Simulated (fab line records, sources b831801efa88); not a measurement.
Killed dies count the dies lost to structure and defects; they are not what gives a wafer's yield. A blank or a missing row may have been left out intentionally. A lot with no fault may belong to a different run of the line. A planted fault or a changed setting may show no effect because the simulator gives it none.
fab line records + flow sky130
[record]
- lots = 13
- wafers = 39
- last-day = 50
route steps=708 shown VT_ADJUST_HVTP@95 LDD_N@246 SD_N@353 LOCAL_INTERCONNECT@399 PAD_OPEN@708
lots that met no fault: from a run of the same line without faults
start-h: hours from the record's first day to the start of the lot's first wafer shown + wait-h: hours from the lot's prior step to this one + " unchanged from the row above + L1.1+2: a row that stands for several wafers + - value missing, or start not given + * or withheld: withheld + < > ~ a bound
route shown NAME@n: a module of which the file shows steps, and the number in the route of the first + usual: the fault-free wafers' mean and standard deviation + same: alike in all rows + chamber/n: place in a boat + sites: readings site by site + _std_site: their standard deviation + _edge_site: outer sites' mean less inner sites' + radius-mm: how far each site lies from the wafer's centre + mask NAME#n: copy n + behind: tool/chamber where the wafer was last shaped + hold: what put the lot on hold/how long, in hours/how the hold closed + device: the n, p or np transistor that did not switch + end of line: tests of these same wafers at the route's end + where a step has no rows: the recipe by itself + killed: dies lost to structure and defects at the first sort, not the wafer's yield + map: a wafer's dies, x killed, . not, _ none there
set.NAME: setting as actually run; set.NAME@STEP: the setting as run at that earlier step + model.NAME: the simulator's own value behind a step, which no gauge read
one table for each step of the route and one row for each wafer, over a sample of lots
services: when a tool's chamber went out of use (start-h, in hours from the record's first day, below 0 if earlier), for how many hours, and the reason
[[steps]]
[step SKY_VT_ADJUST_HVTP_STRIP_10]
[recipe]
- chemistry = O2/N2
- power-w = 1400
- pressure-mtorr = 1523
- platen-temp-c = withheld
- o2-flow-sccm = 3000
- n2-flow-sccm = 300
- overash-fraction = 0.5
[usual]
- drypump-motor-current-A = 5.6/0.35
- oes-product-au = 0.717/0.0044
- strip-time-to-endpoint-s = 14.12/0.036
| lot.wafer | tool            | chamber | start-h | wait-h | drypump-motor-current-A | oes-product-au | rf-hours-counter-h | strip-time-to-endpoint-s |
|-----------|-----------------|---------|---------|--------|-------------------------|----------------|--------------------|--------------------------|
| L189.3    | plasma-asher-03 | 1       | 119.47  | 0.1    | 5.9                     | 0.716          | -                  | 14.15                    |
| L189.5    | "               | 0       | "       | "      | 6.0                     | 0.716          | -                  | 14.14                    |
| L189.6    | "               | 1       | "       | "      | 5.8                     | 0.714          | -                  | 14.12                    |
| L190.1    | plasma-asher-04 | 1       | 125.82  | 0.1    | 5.6                     | 0.716          | 46                 | 14.12                    |
| L190.5    | "               | 1       | "       | "      | 5.6                     | 0.721          | -                  | 14.16                    |
| L190.6    | "               | 0       | "       | "      | 5.0                     | 0.717          | -                  | 14.12                    |
| L191.3    | plasma-asher-01 | 1       | 133.31  | 0.1    | 5.4                     | 0.721          | -                  | 14.09                    |
| L191.4    | "               | 0       | "       | "      | 5.7                     | 0.714          | -                  | 14.04                    |
| L191.6    | "               | 1       | "       | "      | 5.4                     | 0.725          | -                  | 14.06                    |
| L192.1    | plasma-asher-04 | 0       | 139.04  | 0.1    | 5.0                     | 0.724          | 47                 | 14.19                    |
| L192.2    | "               | 1       | "       | "      | 5.6                     | 0.721          | 47                 | 14.12                    |
| L192.4    | "               | 1       | "       | "      | 5.6                     | 0.708          | -                  | 14.16                    |
| L193.4    | plasma-asher-01 | 1       | 147.01  | 0.1    | 5.4                     | 0.715          | -                  | 14.06                    |
| L193.5    | "               | 1       | "       | "      | 5.4                     | 0.719          | -                  | 14.04                    |
| L193.6    | "               | 0       | "       | "      | 5.7                     | 0.719          | -                  | 14.11                    |
| L195.2    | plasma-asher-04 | 1       | 155.08  | 0.1    | 5.6                     | 0.717          | 49                 | 14.13                    |
| L195.3    | "               | 0       | "       | "      | 5.0                     | 0.716          | -                  | 14.14                    |
| L195.6    | "               | 0       | "       | "      | 5.0                     | 0.723          | -                  | 14.14                    |
| L197.1    | plasma-asher-03 | 1       | 168.48  | 0.1    | 5.9                     | 0.720          | 34                 | 14.12                    |
| L197.2    | "               | 0       | "       | "      | 6.0                     | 0.712          | 34                 | 14.13                    |
| L197.4    | "               | 1       | "       | "      | 5.8                     | 0.719          | -                  | 14.14                    |
| L201.2    | plasma-asher-04 | 1       | 196.87  | 0.1    | 5.6                     | 0.721          | 53                 | 14.09                    |
| L201.3    | "               | 0       | "       | "      | 5.0                     | 0.716          | -                  | 14.09                    |
| L201.4    | "               | 1       | "       | "      | 5.6                     | 0.713          | -                  | 14.09                    |
| L202.1    | plasma-asher-03 | 0       | 201.59  | 0.1    | 6.0                     | 0.721          | 36                 | 14.09                    |
| L202.5    | "               | 1       | "       | "      | 5.9                     | 0.721          | -                  | 14.12                    |
| L202.6    | "               | 0       | "       | "      | 6.0                     | 0.716          | -                  | 14.13                    |
| L209.2    | plasma-asher-01 | 1       | 249.52  | 0.1    | 5.4                     | 0.716          | 13                 | 14.15                    |
| L209.3    | "               | 1       | "       | "      | 5.4                     | 0.720          | -                  | 14.16                    |
| L209.5    | "               | 0       | "       | "      | 5.6                     | 0.715          | -                  | 14.16                    |
| L210.1    | plasma-asher-01 | 0       | 257.09  | 0.1    | 5.6                     | 0.723          | 14                 | 14.08                    |
| L210.2    | "               | 1       | "       | "      | 5.4                     | 0.719          | 14                 | 14.11                    |
| L210.6    | "               | 1       | "       | "      | 5.4                     | 0.714          | -                  | 14.08                    |
| L211.1    | plasma-asher-03 | 1       | 257.48  | 0.1    | 5.8                     | 0.721          | 42                 | 14.12                    |
| L211.2    | "               | 0       | "       | "      | 6.0                     | 0.713          | 42                 | 14.12                    |
| L211.4    | "               | 1       | "       | "      | 5.8                     | 0.715          | -                  | 14.16                    |
| L212.2    | plasma-asher-04 | 1       | 266.98  | 0.1    | 5.6                     | 0.703          | 59                 | 14.15                    |
| L212.3    | "               | 1       | "       | "      | 5.6                     | 0.723          | -                  | 14.15                    |
| L212.4    | "               | 0       | "       | "      | 5.0                     | 0.719          | -                  | 14.16                    |
[step SKY_LDD_N_IMPLANT_09]
[recipe]
- species = As
- energy-kev = 20
- dose-cm2 = 7.5e+13
- tilt-deg = withheld
- rotation-deg = 113
[usual]
- beam-energy-keV = 19.999/0.0062
| lot.wafer | tool         | chamber | start-h | wait-h | beam-energy-keV |
|-----------|--------------|---------|---------|--------|-----------------|
| L189.3    | implanter-02 | 0       | 386.84  | 0.1    | 19.997          |
| L189.5    | "            | 0       | "       | "      | 19.996          |
| L189.6    | "            | 0       | "       | "      | 19.985          |
| L190.1    | implanter-02 | 0       | 393.81  | 0.1    | 19.999          |
| L190.5    | "            | 0       | "       | "      | 20.004          |
| L190.6    | "            | 0       | "       | "      | 20.000          |
| L191.3    | implanter-02 | 0       | 409.89  | 0.1    | 19.996          |
| L191.4    | "            | 0       | "       | "      | 19.996          |
| L191.6    | "            | 0       | "       | "      | 19.997          |
| L192.1    | implanter-04 | 0       | 422.77  | 0.1    | 19.995          |
| L192.2    | "            | 0       | "       | "      | 20.008          |
| L192.4    | "            | 0       | "       | "      | 19.998          |
| L193.4    | implanter-04 | 0       | 433.79  | 0.1    | 20.005          |
| L193.5    | "            | 0       | "       | "      | 20.005          |
| L193.6    | "            | 0       | "       | "      | 20.006          |
| L195.2    | implanter-01 | 0       | 448.74  | 0.1    | 20.003          |
| L195.3    | "            | 0       | "       | "      | 20.008          |
| L195.6    | "            | 0       | "       | "      | 19.997          |
| L197.1    | implanter-02 | 0       | 466.34  | 0.1    | 19.995          |
| L197.2    | "            | 0       | "       | "      | 20.006          |
| L197.4    | "            | 0       | "       | "      | 20.004          |
| L201.2    | implanter-02 | 0       | 507.18  | 0.1    | 18.404          |
| L201.3    | "            | 0       | "       | "      | 18.404          |
| L201.4    | "            | 0       | "       | "      | 18.411          |
| L202.1    | implanter-02 | 0       | 512.41  | 0.1    | 18.397          |
| L202.5    | "            | 0       | "       | "      | 18.406          |
| L202.6    | "            | 0       | "       | "      | 18.410          |
| L209.2    | implanter-04 | 0       | 576.98  | 0.1    | 19.991          |
| L209.3    | "            | 0       | "       | "      | 19.991          |
| L209.5    | "            | 0       | "       | "      | 20.002          |
| L210.1    | implanter-01 | 0       | 583.76  | 0.1    | 19.997          |
| L210.2    | "            | 0       | "       | "      | 20.002          |
| L210.6    | "            | 0       | "       | "      | 20.008          |
| L211.1    | implanter-02 | 0       | 583.84  | 0.1    | 20.003          |
| L211.2    | "            | 0       | "       | "      | 20.001          |
| L211.4    | "            | 0       | "       | "      | 20.001          |
| L212.2    | implanter-02 | 0       | 592.63  | 0.1    | 19.995          |
| L212.3    | "            | 0       | "       | "      | 20.003          |
| L212.4    | "            | 0       | "       | "      | 19.995          |
[step SKY_SD_N_STRIP_11]
[recipe]
- chemistry = O2/N2
- power-w = 1400
- pressure-mtorr = 1500
- platen-temp-c = withheld
- o2-flow-sccm = 3000
- n2-flow-sccm = 300
- overash-fraction = 0.5
[usual]
- drypump-motor-current-A = 5.5/0.42
- oes-product-au = 0.527/0.0047
- strip-time-to-endpoint-s = 22.55/0.048
| lot.wafer | tool            | chamber | start-h | wait-h | drypump-motor-current-A | oes-product-au | rf-hours-counter-h | strip-time-to-endpoint-s |
|-----------|-----------------|---------|---------|--------|-------------------------|----------------|--------------------|--------------------------|
| L189.3    | plasma-asher-01 | 0       | 631.22  | 0.1    | 5.6                     | 0.528          | -                  | 22.61                    |
| L189.5    | "               | 0       | "       | "      | 5.7                     | 0.524          | -                  | 22.58                    |
| L189.6    | "               | 1       | "       | "      | 5.4                     | 0.526          | -                  | 22.62                    |
| L190.1    | plasma-asher-01 | 0       | 637.16  | 0.1    | 5.7                     | 0.520          | 50                 | 22.61                    |
| L190.5    | "               | 1       | "       | "      | 5.4                     | 0.530          | -                  | 22.61                    |
| L190.6    | "               | 0       | "       | "      | 5.7                     | 0.531          | -                  | 22.58                    |
| L191.3    | plasma-asher-04 | 1       | 651.10  | 0.1    | 5.6                     | 0.530          | -                  | 22.62                    |
| L191.4    | "               | 0       | "       | "      | 5.0                     | 0.527          | -                  | 22.59                    |
| L191.6    | "               | 1       | "       | "      | 5.6                     | 0.522          | -                  | 22.65                    |
| L192.1    | plasma-asher-04 | 0       | 663.26  | 0.1    | 5.0                     | 0.520          | 24                 | 22.53                    |
| L192.2    | "               | 1       | "       | "      | 5.6                     | 0.520          | 24                 | 22.55                    |
| L192.4    | "               | 1       | "       | "      | 5.6                     | 0.527          | -                  | 22.50                    |
| L193.4    | plasma-asher-02 | 1       | 693.60  | 0.1    | 6.5                     | 0.528          | -                  | 22.55                    |
| L193.5    | "               | 0       | "       | "      | 5.2                     | 0.525          | -                  | 22.53                    |
| L193.6    | "               | 1       | "       | "      | 6.6                     | 0.528          | -                  | 22.56                    |
| L195.2    | plasma-asher-04 | 1       | 693.69  | 0.1    | 5.6                     | 0.524          | 28                 | 22.52                    |
| L195.3    | "               | 1       | "       | "      | 5.6                     | 0.531          | -                  | 22.50                    |
| L195.6    | "               | 1       | "       | "      | 5.6                     | 0.526          | -                  | 22.52                    |
| L197.1    | plasma-asher-01 | 0       | 703.81  | 0.1    | 5.6                     | 0.535          | 54                 | 22.52                    |
| L197.2    | "               | 1       | "       | "      | 5.4                     | 0.523          | 54                 | 22.52                    |
| L197.4    | "               | 0       | "       | "      | 5.6                     | 0.528          | -                  | 22.50                    |
| L201.2    | plasma-asher-04 | 0       | 742.56  | 0.1    | 5.0                     | 0.522          | 33                 | 22.54                    |
| L201.3    | "               | 0       | "       | "      | 5.0                     | 0.528          | -                  | 22.54                    |
| L201.4    | "               | 1       | "       | "      | 5.6                     | 0.523          | -                  | 22.48                    |
| L202.1    | plasma-asher-04 | 1       | 746.08  | 0.1    | 5.6                     | 0.528          | 34                 | 22.56                    |
| L202.5    | "               | 1       | "       | "      | 5.6                     | 0.526          | -                  | 22.49                    |
| L202.6    | "               | 0       | "       | "      | 5.0                     | 0.518          | -                  | 22.49                    |
| L209.2    | plasma-asher-01 | 1       | 801.24  | 0.1    | 5.4                     | 0.527          | 63                 | 22.53                    |
| L209.3    | "               | 0       | "       | "      | 5.6                     | 0.534          | -                  | 22.53                    |
| L209.5    | "               | 1       | "       | "      | 5.4                     | 0.528          | -                  | 22.49                    |
| L210.1    | plasma-asher-01 | 0       | 808.34  | 0.1    | 5.7                     | 0.525          | 64                 | 22.44                    |
| L210.2    | "               | 1       | "       | "      | 5.4                     | 0.534          | 64                 | 22.48                    |
| L210.6    | "               | 0       | "       | "      | 5.7                     | 0.525          | -                  | 22.50                    |
| L211.1    | plasma-asher-02 | 1       | 810.84  | 0.1    | 6.5                     | 0.526          | 7                  | 22.55                    |
| L211.2    | "               | 0       | "       | "      | 5.2                     | 0.524          | 7                  | 22.52                    |
| L211.4    | "               | 1       | "       | "      | 6.5                     | 0.530          | -                  | 22.56                    |
| L212.2    | plasma-asher-01 | 1       | 816.69  | 0.1    | 5.4                     | 0.528          | 65                 | 22.61                    |
| L212.3    | "               | 1       | "       | "      | 5.4                     | 0.530          | -                  | 22.60                    |
| L212.4    | "               | 0       | "       | "      | 5.6                     | 0.535          | -                  | 22.57                    |
[step SKY_LOCAL_INTERCONNECT_OVL_MEAS_12]
[usual]
- LOCAL_INTERCONNECT_OVL = -3/5.1
| lot.wafer | tool       | chamber | start-h | wait-h | LOCAL_INTERCONNECT_OVL[nm] |
|-----------|------------|---------|---------|--------|----------------------------|
| L189.3    | overlay-01 | -       | 689.05  | 0.1    | 7                          |
| L189.5    | "          | -       | "       | "      | 3                          |
| L189.6    | "          | -       | "       | "      | 8                          |
| L190.1    | overlay-02 | -       | 696.40  | 0.1    | -5                         |
| L190.5    | "          | -       | "       | "      | -3                         |
| L190.6    | "          | -       | "       | "      | -2                         |
| L191.3    | overlay-02 | -       | 709.67  | 0.1    | 4                          |
| L191.4    | "          | -       | "       | "      | -4                         |
| L191.6    | "          | -       | "       | "      | -3                         |
| L192.1    | overlay-01 | -       | 721.09  | 0.1    | -5                         |
| L192.2    | "          | -       | "       | "      | 3                          |
| L192.4    | "          | -       | "       | "      | 0                          |
| L193.4    | overlay-01 | -       | 749.20  | 0.1    | -7                         |
| L193.5    | "          | -       | "       | "      | -6                         |
| L193.6    | "          | -       | "       | "      | 0                          |
| L195.2    | overlay-02 | -       | 751.04  | 0.1    | -7                         |
| L195.3    | "          | -       | "       | "      | -8                         |
| L195.6    | "          | -       | "       | "      | -13                        |
| L197.1    | overlay-02 | -       | 759.49  | 0.1    | -12                        |
| L197.2    | "          | -       | "       | "      | -6                         |
| L197.4    | "          | -       | "       | "      | -10                        |
| L201.2    | overlay-01 | -       | 797.91  | 0.1    | 1                          |
| L201.3    | "          | -       | "       | "      | -1                         |
| L201.4    | "          | -       | "       | "      | 1                          |
| L202.1    | overlay-02 | -       | 803.74  | 0.1    | -11                        |
| L202.5    | "          | -       | "       | "      | -4                         |
| L202.6    | "          | -       | "       | "      | 3                          |
| L209.2    | overlay-02 | -       | 857.44  | 0.1    | -4                         |
| L209.3    | "          | -       | "       | "      | -3                         |
| L209.5    | "          | -       | "       | "      | -1                         |
| L210.1    | overlay-01 | -       | 865.64  | 0.1    | -11                        |
| L210.2    | "          | -       | "       | "      | -9                         |
| L210.6    | "          | -       | "       | "      | -12                        |
| L211.1    | overlay-02 | -       | 868.49  | 0.1    | 0                          |
| L211.2    | "          | -       | "       | "      | 2                          |
| L211.4    | "          | -       | "       | "      | 2                          |
| L212.2    | overlay-01 | -       | 874.29  | 0.1    | 3                          |
| L212.3    | "          | -       | "       | "      | 4                          |
| L212.4    | "          | -       | "       | "      | -3                         |
[step SKY_PAD_OPEN_PROBE_99]
[usual]
- killed_at_M0_to_M3 = 44/6.6
- killed_at_M4_up = 3.0/2
- killed-at-contacts = 24/5.1
- killed-at-front-end = 15/4.1
- killed-at-other = 0.4/0.62
- killed-dies = 86/9.3
- killed-open = 46/6.8
- killed-short = 40/5.8
[same]
- gross-dies = 492
- killed-at-back-side = 0
| lot.wafer | tool      | chamber | start-h | wait-h | killed_at_M0_to_M3 | killed_at_M4_up | killed-at-contacts | killed-at-front-end | killed-at-other | killed-dies | killed-open | killed-short |
|-----------|-----------|---------|---------|--------|--------------------|-----------------|--------------------|---------------------|-----------------|-------------|-------------|--------------|
| L202.1    | prober-02 | -       | 1147.65 | 0.1    | 42                 | 2               | 24                 | 8                   | 0               | 76          | 43          | 33           |
| L202.5    | prober-02 | -       | 1147.85 | 0.2    | 34                 | 3               | 23                 | 12                  | 0               | 72          | 39          | 31           |
| L202.6    | prober-02 | -       | 1147.90 | 0.2    | 41                 | 4               | 24                 | 15                  | 0               | 84          | 38          | 45           |
// killed by level:class
L202.1 VIA3:geometric-particle:open=10 VIA1:geometric-particle:open=8 VIA2:geometric-particle:open=7 LI_CONTACT:geometric-particle:open=6 CONTACT:geometric-particle:open=6 FIELD_ISO:geometric-particle:short=5 CONTACT:geometric-particle:short=4 LI_CONTACT:geometric-particle:short=3
L202.5 CONTACT:geometric-particle:open=9 METAL1:geometric-particle:short=6 VIA2:geometric-particle:open=6 VIA3:geometric-particle:open=6 FIELD_ISO:geometric-particle:short=5 LI_CONTACT:geometric-particle:open=5 METAL3:geometric-particle:short=5 VIA1:geometric-particle:open=4
L202.6 VIA1:geometric-particle:open=9 CONTACT:geometric-particle:open=9 METAL1:geometric-particle:short=8 VIA2:geometric-particle:open=8 FIELD_ISO:geometric-particle:short=7 CONTACT:geometric-particle:short=6 METAL2:geometric-particle:short=5 LI_CONTACT:geometric-particle:open=4
[[services]]
| tool            | chamber | start-h | hours | kind   |
|-----------------|---------|---------|-------|--------|
| plasma-asher-03 | -       | 96.32   | 1.0   | repair |
| plasma-asher-01 | -       | 108.75  | 9.0   | pm     |
| plasma-asher-04 | -       | 132.39  | 3.3   | repair |
| plasma-asher-01 | -       | 165.10  | 2.6   | repair |
| plasma-asher-03 | -       | 166.29  | 1.3   | repair |
| implanter-02    | -       | 179.39  | 2.9   | repair |
| plasma-asher-03 | -       | 182.95  | 15.6  | pm     |
| implanter-02    | -       | 188.78  | 2.4   | repair |
| plasma-asher-04 | -       | 215.15  | 2.1   | repair |
| plasma-asher-04 | -       | 257.71  | 4.8   | repair |
| plasma-asher-01 | -       | 304.06  | 14.6  | pm     |
| implanter-02    | -       | 309.78  | 2.2   | repair |
| plasma-asher-04 | -       | 421.25  | 9.0   | pm     |
| plasma-asher-04 | -       | 425.27  | 5.1   | repair |
| plasma-asher-03 | -       | 436.00  | 11.1  | pm     |
| plasma-asher-01 | -       | 469.66  | 15.6  | pm     |
| implanter-02    | -       | 482.25  | 19.3  | repair |
| implanter-02    | -       | 501.50  | 4.2   | pm     |
| plasma-asher-04 | -       | 505.99  | 5.8   | repair |
| plasma-asher-03 | -       | 534.75  | 1.3   | repair |
| plasma-asher-01 | -       | 675.51  | 28.1  | pm     |
| plasma-asher-03 | -       | 686.08  | 12.7  | repair |
| implanter-02    | -       | 773.30  | 6.6   | repair |
| implanter-02    | -       | 787.87  | 1.7   | repair |
[[key]]
[first-sign]
- step = SKY_LDD_N_IMPLANT_09
- reading = beam-energy-keV
- direction = down
- sigmas = 99+
- usual = *
- struck = *
effect none on later readings
met-at SKY_LDD_N_IMPLANT_09
struck-lots L201,L202
tester-left-out L201,L202
not-acting-at SKY_VT_ADJUST_HVTP_STRIP_10,SKY_SD_N_STRIP_11,SKY_LOCAL_INTERCONNECT_OVL_MEAS_12
onset-between 466.34 507.18
[fault]
- kind = process-parameter-drift
- tool = implanter-02
- chamber = -
- onset-h = 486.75
- steps = SKY_LDD_N_IMPLANT_09
- channel = energy-kev
- offset = *
- shape = step
- end-h = 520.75
- acts-in = *
- stated = *
// tester-left-out: of these lots the tester's yield and bins aren't shown, on N5 and GAA mostly nor the transistor test; their killed dies are dies lost to structure and defects alone, not to doping, threshold or leakage, so they don't give the yield
